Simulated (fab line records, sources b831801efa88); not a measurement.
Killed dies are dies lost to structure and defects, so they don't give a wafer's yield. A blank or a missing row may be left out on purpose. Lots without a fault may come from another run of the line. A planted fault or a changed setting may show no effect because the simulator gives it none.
Chamber matching | flow sky130 | SKY_CONTACT_ETCH_16 on rie_diel-03: 4 sister chambers
The step etches BARC in N2/H2, stops on SiO2, time 45.9 s, target depth 60 nm. 14 wafers are shown with their chamber, then 7 later ones without.

WAFERS WITH THEIR CHAMBER
wafer  | chamber | bias_w (W) | oes_product_au (a.u.) | n2_flow_sccm (sccm)
L961.3 | 2       | 99.43      | 0.861                 | 99.6
L961.5 | 3       | 100.25     | 0.858                 | 100.1
L961.6 | 0       | 99.89      | 0.847                 | 99.9
L962.1 | 3       | 100.24     | 0.854                 | 99.8
L962.2 | 2       | 100.29     | 0.855                 | 100.2
L962.4 | 1       | 100.20     | 0.856                 | 100.2
L964.1 | 1       | 99.64      | 0.859                 | 100.0
L964.2 | 0       | 99.81      | 0.858                 | 100.2
L964.6 | 3       | 100.10     | 0.851                 | 100.2
L966.1 | 0       | 99.95      | 0.860                 | 99.8
L966.5 | 3       | 99.94      | 0.856                 | 99.9
L966.6 | 2       | 99.42      | 0.860                 | 100.1
L968.1 | 0       | 99.87      | 0.864                 | 100.1
L968.4 | 3       | 99.80      | 0.851                 | 99.3

SIGNATURES (means of the wafers above)
reading        | chamber 0 | chamber 1 | chamber 2 | chamber 3 | scatter within a chamber
bias_w         | 99.8800   | 99.9200   | 99.7133   | 100.0660  | 0.286
oes_product_au | 0.85725   | 0.85750   | 0.85867   | 0.85400   | 0.00471
n2_flow_sccm   | 100.000   | 100.100   | 99.967    | 99.860    | 0.286
Rule: a wafer's distance from a chamber is the root of the sum, over the readings, of the square of ((its reading less the chamber's mean) divided by the reading's scatter). The wafer belongs to the nearest chamber; if the next one is less than 2 further off, it can't be placed. The scatter: the root of (the sum of the squares of (reading less its chamber's mean) over the shown wafers, divided by (wafers less chambers)).

WAFERS WITHOUT THEIR CHAMBER
wafer  | bias_w (W) | oes_product_au (a.u.) | n2_flow_sccm (sccm)
L968.5 | 100.48     | 0.861                 | 100.2
L975.2 | 99.38      | 0.859                 | 100.1
L975.4 | 99.56      | 0.855                 | 99.4
L975.5 | 99.64      | 0.857                 | 99.7
L982.3 | 99.98      | 0.857                 | 100.4
L982.4 | 100.19     | 0.858                 | 100.5
L982.5 | 99.93      | 0.853                 | 100.2

WHICH CHAMBER EACH WENT THROUGH
wafer  | from the rows above               | in truth
L968.5 | can't be placed: 1 or 0 or 3 or 2 | 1
L975.2 | can't be placed: 2 or 0 or 1 or 3 | 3
L975.4 | can't be placed: 2 or 3 or 0 or 1 | 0
L975.5 | can't be placed: 2 or 0 or 1 or 3 | 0
L982.3 | can't be placed: 1 or 0 or 2 or 3 | 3
L982.4 | can't be placed: 1 or 0 or 3 or 2 | 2
L982.5 | can't be placed: 1 or 0 or 3 or 2 | 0
Placed correctly: 0 of 7. Can't be placed from these rows: 7 (the true chamber is among the candidates in 7). Placed wrongly: 0.
